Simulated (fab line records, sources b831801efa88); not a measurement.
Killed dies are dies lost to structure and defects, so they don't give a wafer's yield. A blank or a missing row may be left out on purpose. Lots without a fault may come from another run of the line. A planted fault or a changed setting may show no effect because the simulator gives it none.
fab line records | flow sfq_line
record lots=6 wafers=18 last_day=91
route steps=325 shown INCOMING@1 L0@3
lots that met no fault: from a run of the same line without faults
start_h: hours from the record's first day to the start of the lot's first wafer shown | wait_h: hours since the lot's step before | " the same as in the row above | L1.1+2: a row that stands for several wafers | - no value, or no start given | * or withheld: withheld | < > ~ a bound
route shown NAME@n: a module of which the file shows steps, and the number in the route of the first | usual: mean/standard deviation of fault-free wafers | same: alike in all rows | chamber/n: place in a boat | sites: the reading at each site | _std_site: their standard deviation | _edge_site: outer sites' mean less inner sites' | radius_mm: how far each site lies from the wafer's centre | mask NAME#n: copy n | behind: the tool/chamber that last shaped the wafer | hold: why the lot was held/for how many hours/how that ended | device: the transistor (n, p or np) that didn't switch | end of line: the same wafers' tests at the end of the route | a step without rows: its recipe alone | killed: dies lost to structure and defects at the first sort, not the wafer's yield | map: a wafer's dies, x killed, . not, _ none there
set.NAME: the setting as run; set.NAME@STEP: as run at that earlier step | model.NAME: the simulator's own value behind a step, which no gauge read
lots at some steps of the route; a table a step, a row a wafer
services: from which hour (start_h, from the record's first day; less than 0 if before it) a tool's chamber was out of use, for how many hours, and why
## steps
# step SFQ_INCOMING_BOW_MEAS_900
# recipe mode=bow
# usual INCOMING_BOW=-1/6.4
# columns lot.wafer tool chamber start_h wait_h INCOMING_BOW[um]
L794.1 film_metro-04 - 10.00 - -16
L794.2 " - " " 0
L794.4 " - " " 1
L797.2 film_metro-04 - 25.02 - -1
L797.5 " - " " 7
L797.6 " - " " -7
L801.1 film_metro-04 - 45.00 - -6
L801.2 " - " " -6
L801.4 " - " " 1
L807.1 film_metro-01 - 75.00 - -6
L807.2 " - " " 2
L807.3 " - " " 1
L810.1 film_metro-01 - 90.00 - 7
L810.2 " - " " 14
L810.6 " - " " -7
L814.2 film_metro-02 - 110.02 - -7
L814.3 " - " " -5
L814.5 " - " " 7
# step SFQ_TRILAYER_INCOMING_OXIDATION_002
# recipe temp_c=1000 ambient=H2O target_thk_a=5000 p_h2o_torr=720 ox_time_s=4939
# step SFQ_TRILAYER_L0_DEP_SPUTTER_003
# recipe material=MoNx_KI base_pressure_pa=1.33e-06 target_thk_nm=40 power_w=800 time_s=100 chamber_pressure_pa=0.4
# usual base_pressure_pa=1.32e-06/8.8e-08 throttle_valve_pct=29.8/0.83
# columns lot.wafer tool chamber start_h wait_h base_pressure_pa throttle_valve_pct
L794.1 pvd_sputter-03 - 12.49 0.0 1.34e-06 29.3
L794.2 " - " " 1.16e-06 29.5
L794.4 " - " " 1.23e-06 31.0
L797.2 pvd_sputter-03 - 27.49 0.0 1.36e-06 32.1
L797.5 " - " " 1.38e-06 30.9
L797.6 " - " " 1.38e-06 31.8
L797.2 pvd_sputter-03 - 27.73 0.2 1.36e-06 31.8
L797.5 " - " " 1.14e-06 30.8
L797.6 " - " " 1.35e-06 31.8
L801.1 pvd_sputter-04 - 47.49 0.0 1.39e-06 29.1
L801.2 " - " " 1.26e-06 30.9
L801.4 " - " " 1.33e-06 29.0
L807.1 pvd_sputter-05 - 77.49 0.0 1.23e-06 29.0
L807.2 " - " " 1.19e-06 30.4
L807.3 " - " " 1.35e-06 29.9
L807.1 pvd_sputter-05 - 77.73 0.2 1.39e-06 29.2
L807.2 " - " " 1.46e-06 30.5
L807.3 " - " " 1.35e-06 29.9
L810.1 pvd_sputter-05 - 92.49 0.0 1.31e-06 30.6
L810.2 " - " " 1.28e-06 30.0
L810.6 " - " " 1.33e-06 29.4
L814.2 pvd_sputter-03 - 112.49 0.0 1.28e-06 31.7
L814.3 " - " " 1.3e-06 29.6
L814.5 " - " " 1.55e-06 29.7
# step SFQ_L0_RS_MEAS_901
# recipe thk_meas_gauge=four-point-probe reads=MoNx_KI_of_TRILAYER_L0_DEP_SPUTTER_003
# usual L0_MONX_KI_RS=43.5/0.37
# columns lot.wafer tool chamber start_h wait_h L0_MONX_KI_RS[ohm/sq]
L794.1 film_metro-02 - 12.56 0.0 44.1
L794.2 " - " " 43.5
L794.4 " - " " 44.0
L797.2 film_metro-02 - 27.82 0.1 21.5
L797.5 " - " " 21.5
L797.6 " - " " 21.4
L801.1 film_metro-03 - 47.56 0.0 43.0
L801.2 " - " " 43.3
L801.4 " - " " 43.0
L807.1 film_metro-02 - 77.80 0.0 21.8
L807.2 " - " " 21.9
L807.3 " - " " 22.1
L810.1 film_metro-02 - 92.56 0.0 43.1
L810.2 " - " " 43.6
L810.6 " - " " 43.9
L814.2 film_metro-02 - 112.58 0.1 43.0
L814.3 " - " " 42.9
L814.5 " - " " 42.7
# step SFQ_L0_THK_MEAS_902
# recipe thk_meas_gauge=xrf reads=MoNx_KI_of_TRILAYER_L0_DEP_SPUTTER_003
# usual L0_MONX_KI_THK=39.6/0.38
# columns lot.wafer tool chamber start_h wait_h L0_MONX_KI_THK[nm]
L794.1 film_metro-02 - 12.68 0.1 39.0
L794.2 " - " " 39.1
L794.4 " - " " 39.0
L797.2 film_metro-02 - 27.93 0.1 80.4
L797.5 " - " " 79.9
L797.6 " - " " 80.4
L801.1 film_metro-03 - 47.68 0.1 39.7
L801.2 " - " " 39.3
L801.4 " - " " 39.9
L807.1 film_metro-02 - 77.92 0.1 78.6
L807.2 " - " " 78.5
L807.3 " - " " 77.7
L810.1 film_metro-02 - 92.68 0.1 39.8
L810.2 " - " " 39.3
L810.6 " - " " 39.1
L814.2 film_metro-02 - 112.69 0.1 40.0
L814.3 " - " " 40.3
L814.5 " - " " 40.2
# step SFQ_TRILAYER_L0_LITHO_COAT_010
# recipe resist=BARC spin_rpm=3000 resist_thk_nm=62
# step SFQ_TRILAYER_L0_LITHO_COAT_005
# recipe resist=KrF spin_rpm=3000 resist_thk_nm=600
# step SFQ_TRILAYER_L0_LITHO_SOFTBAKE_009
# recipe temp_c=withheld time_s=withheld resist=KrF
# step SFQ_TRILAYER_L0_LITHO_EXPOSE_006
# recipe mask_id=L0 na=0.6 source_shape=conventional sigma_outer=0.65 target_cd_nm=2000 dose_mj=14.4
# step SFQ_TRILAYER_L0_LITHO_PEB_008
# recipe peb_temp_c=115 peb_time_s=60 resist=KrF
# step SFQ_TRILAYER_L0_LITHO_DEVELOP_007
# recipe time_s=60 resist=KrF
# step SFQ_TRILAYER_L0_BARC_OPEN_METAL_ETCH_010
# recipe mask_material=PR chemistry=O2 target_depth_nm=125 target=BARC icp_w=600 bias_w=80 pressure_mtorr=10 time_s=41.7
# usual drypump_motor_current_A=5.62/0.28 oes_product_au=0.685/0.0049
# columns lot.wafer tool chamber start_h wait_h drypump_motor_current_A oes_product_au rf_hours_counter_h
L794.1 rie_metal-01 1 70.48 0.1 5.72 0.676 165
L794.2 " 0 " " 5.79 0.686 43
L794.4 " 0 " " 5.83 0.692 -
L797.2 rie_metal-01 0 91.53 0.1 5.82 0.683 45
L797.5 " 1 " " 5.70 0.680 -
L797.6 " 0 " " 5.82 0.684 -
L801.1 rie_metal-04 0 123.80 0.1 5.17 0.688 161
L801.2 " 1 " " 5.33 0.684 127
L801.4 " 1 " " 5.32 0.690 -
L807.1 rie_metal-01 0 154.56 0.1 5.80 0.680 54
L807.2 " 1 " " 5.71 0.686 176
L807.3 " 1 " " 5.73 0.679 -
L810.1 rie_metal-02 0 172.56 0.1 5.98 0.677 87
L810.2 " 1 " " 5.75 0.684 46
L810.6 " 1 " " 5.76 0.683 -
L814.2 rie_metal-01 1 201.91 0.1 5.71 0.691 182
L814.3 " 0 " " 5.82 0.678 -
L814.5 " 0 " " 5.83 0.684 -
# step SFQ_TRILAYER_L0_ETCH_METAL_ETCH_008
# recipe target=MoNx_KI stop_on=SiO2 mask_material=PR chemistry=SF6/O2 target_depth_nm=50 icp_w=600 bias_w=80 pressure_mtorr=10 time_s=25
# usual drypump_motor_current_A=5.62/0.28 oes_product_au=0.874/0.0067
# columns lot.wafer tool chamber start_h wait_h drypump_motor_current_A oes_product_au rf_hours_counter_h model.L0.feature_depth_nm model.etch.depth_nm
L794.1 rie_metal-01 1 70.54 0.0 5.71 0.865 165 39.31 39.31
L794.2 " 0 " " 5.84 0.870 43 39.8 39.8
L794.4 " 0 " " 5.81 0.869 - 39.46 39.46
L797.2 rie_metal-01 0 91.61 0.1 5.83 0.989 45 49.62 49.62
L797.5 " 1 " " 5.72 1.003 - 50.22 50.22
L797.6 " 0 " " 5.82 1.004 - 49.5 49.5
L801.1 rie_metal-04 0 123.86 0.0 5.16 0.875 161 40.48 40.48
L801.2 " 1 " " 5.32 0.878 127 40.12 40.12
L801.4 " 1 " " 5.33 0.881 - 40.44 40.44
L807.1 rie_metal-01 0 154.62 0.0 5.83 1.001 54 49.72 49.72
L807.2 " 1 " " 5.73 0.998 176 50.19 50.19
L807.3 " 1 " " 5.73 1.002 - 50.41 50.41
L810.1 rie_metal-02 0 172.62 0.0 6.01 0.886 87 40.27 40.27
L810.2 " 1 " " 5.77 0.865 46 39.77 39.77
L810.6 " 1 " " 5.75 0.870 - 39.61 39.61
L814.2 rie_metal-01 1 201.97 0.0 5.71 0.875 182 40.43 40.43
L814.3 " 0 " " 5.82 0.882 - 40.55 40.55
L814.5 " 0 " " 5.82 0.880 - 40.69 40.69
# step SFQ_TRILAYER_L0_STRIP_STRIP_009
# recipe gas=O2 power_w=200 platen_temp_c=40 overash_fraction=0.65 chemistry=O2 pressure_mtorr=50
# usual drypump_motor_current_A=5.62/0.28 oes_product_au=0.997/0.0084
# columns lot.wafer tool chamber start_h wait_h drypump_motor_current_A oes_product_au rf_hours_counter_h
L794.1 rie_metal-01 1 70.59 0.0 5.74 1.003 165
L794.2 " 0 " " 5.82 1.007 43
L794.4 " 0 " " 5.81 1.002 -
L797.2 rie_metal-01 0 91.67 0.0 5.81 0.992 46
L797.5 " 1 " " 5.68 0.999 -
L797.6 " 0 " " 5.81 0.991 -
L801.1 rie_metal-04 0 123.91 0.0 5.17 0.977 161
L801.2 " 1 " " 5.31 0.996 127
L801.4 " 1 " " 5.33 0.989 -
L807.1 rie_metal-01 0 154.67 0.0 5.81 0.999 54
L807.2 " 1 " " 5.69 1.012 176
L807.3 " 1 " " 5.71 1.002 -
L810.1 rie_metal-02 0 172.67 0.0 5.97 0.997 87
L810.2 " 1 " " 5.73 0.993 46
L810.6 " 1 " " 5.76 0.999 -
L814.2 rie_metal-01 1 202.02 0.0 5.71 0.999 182
L814.3 " 0 " " 5.81 0.989 -
L814.5 " 0 " " 5.81 0.987 -
## services
# columns tool chamber start_h hours kind
rie_metal-01 - -1.19 1.4 pm
pvd_sputter-03 - 8.10 1.6 repair
rie_metal-04 - 25.02 0.5 repair
rie_metal-04 - 37.95 2.8 pm
pvd_sputter-05 - 82.57 3.9 repair
rie_metal-04 - 128.23 0.2 repair
pvd_sputter-05 - 161.57 0.8 repair
rie_metal-04 1 162.01 14.4 repair
rie_metal-02 - 190.29 0.7 repair
## key
first_sign step=SFQ_TRILAYER_L0_DEP_SPUTTER_003 reading=visit direction=added
effect step=SFQ_L0_RS_MEAS_901 reading=L0_MONX_KI_RS direction=down sigmas=59 usual=43.5 struck=21.7
effect step=SFQ_L0_THK_MEAS_902 reading=L0_MONX_KI_THK direction=up sigmas=99+ usual=39.6 struck=79.2
effect step=SFQ_TRILAYER_L0_ETCH_METAL_ETCH_008 reading=oes_product_au direction=up sigmas=19 usual=0.874 struck=0.999
model_effect step=SFQ_TRILAYER_L0_ETCH_METAL_ETCH_008 value=L0.feature_depth_nm without=40.02 struck=49.94
met_at SFQ_TRILAYER_L0_DEP_SPUTTER_003
struck_wafers L797.2,L797.5,L797.6,L807.1,L807.2,L807.3
fault kind=repeated_step_whole tool=pvd_sputter-03,pvd_sputter-04,pvd_sputter-05 chamber=- onset_h=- steps=SFQ_TRILAYER_L0_DEP_SPUTTER_003 times=1 scope=struck_lots_only
